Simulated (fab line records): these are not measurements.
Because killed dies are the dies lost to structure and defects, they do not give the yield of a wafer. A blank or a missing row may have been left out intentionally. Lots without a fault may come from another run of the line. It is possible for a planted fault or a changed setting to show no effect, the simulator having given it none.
2 desks, one fault :: flow gf180mcu :: only its own numbers are on each desk; what lay behind them is given at the end

== METROLOGY DESK ==
Means of the sampled wafers that have a number, per lot and without regard to the tool the lot ran on: this is what the gauges read. The brackets show how far a lot's mean lies from the usual mean; more than 4 standard deviations puts the lot out of limits, marked OUT.
Columns: A = V5_CVD_00_THK at GF_V5_THK_MEAS_01, usual 300.4 nm; B = cd nm at GF_V5_CD_MEAS_14, usual 259.7 nm; C = cd nm at GF_TOP_METAL_CD_MEAS_14, usual 440.7 nm
lot: L874
first seen here: day 27 04:23
A: 302.1
B: 258.6
C: 443.2

lot: L875
first seen here: day 27 14:20
A: 299.5
B: 260.7
C: 441.2

lot: L876
first seen here: day 27 15:08
A: 300.6
B: 258.9
C: 438.5

lot: L880
first seen here: day 28 18:36
A: 301.5
B: 257.4
C: 441.5

lot: L881
first seen here: day 29 00:52
A: 303.3
B: 260.5
C: 441.1

lot: L882
first seen here: day 29 15:08
A: 298.5
B: 260.4
C: 439.3

lot: L884
first seen here: day 30 02:16
A: 298.6
B: 260.1
C: 438.6

lot: L885
first seen here: day 30 07:00
A: 303.3
B: 257.3
C: 442.2

lot: L887
first seen here: day 31 00:49
A: 299.2
B: 259.9
C: 440.8

lot: L893
first seen here: day 32 09:52
A: 302.3
B: 259.1
C: 437.7

lot: L894
first seen here: day 32 16:38
A: 304.1
B: 261.9
C: 443.2

lot: L895
first seen here: day 32 18:04
A: 294.3
B: 261.1
C: 440.0
This desk found nothing out of limits on any of the 12 lots.

== FOR THE TOOL OWNER'S DESK: rie diel-01 ==
The tool's own readings at GF_PASSIVATION_ETCH_11 (etches the open film in CF4/O2, stops on TiN, target depth 2040 nm, time 453.3 s): means of the sampled wafers that have a number, for each lot that ran on this tool. The brackets show how far a lot's mean lies from the usual mean; more than 4 standard deviations puts the lot out of limits, marked OUT.
Columns: A = drypump motor current A at GF_PASSIVATION_ETCH_11, usual 5.7 A; B = oes product au at GF_PASSIVATION_ETCH_11, usual 0.991 a.u.; C = run length s at GF_PASSIVATION_ETCH_11, usual 481.9 s; D = throttle valve pct at GF_PASSIVATION_ETCH_11, usual 5.968 %
lot: L874
first seen here: day 29 18:23
A: 5.1
B: 0.988
C: 482.3
D: 5.967

lot: L875
first seen here: day 30 03:38
A: 5.1
B: 0.994
C: 482.0
D: 5.967

lot: L881
first seen here: day 31 12:02
A: 5.3
B: 0.991
C: 482.0
D: 5.968

lot: L882
first seen here: day 31 23:53
A: 5.4
B: 0.985
C: 482.0
D: 5.973

lot: L884
first seen here: day 32 09:29
A: 5.2
B: 0.946 (-7.5) OUT
C: 525.8 (+99 or more) OUT
D: 5.952

lot: L885
first seen here: day 32 12:59
A: 5.3
B: 0.906 (-14) OUT
C: 569.9 (+99 or more) OUT
D: 5.952

lot: L887
first seen here: day 33 06:17
A: 5.4
B: 0.923 (-11) OUT
C: 547.9 (+99 or more) OUT
D: 5.950
This desk's verdict: out of limits on L884, L885, L887, starting with L884 at day 32 09:29 (oes product au at GF_PASSIVATION_ETCH_11). L874, L875, L881, L882 stayed within limits.

== TAKEN TOGETHER ==
The tool owner's desk could have raised an alarm at day 32 09:29, on L884, L885, L887.
From the metrology desk's view, nothing was out of limits.
The metrology desk holds a record of L884, L885, L887, inside its limits.
On rie diel-01, each named lot ran GF_PASSIVATION_ETCH_11.

== WHAT THE SIMULATOR HAD INSERTED ==
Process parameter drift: rie diel-01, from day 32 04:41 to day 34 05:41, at GF_PASSIVATION_ETCH_11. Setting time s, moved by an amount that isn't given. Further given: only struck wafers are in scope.
Shown lots that were struck: L884, L885, L887.
How many hours passed from the start of the fault until each desk's first out-of-limits reading: the tool owner's desk, 5.
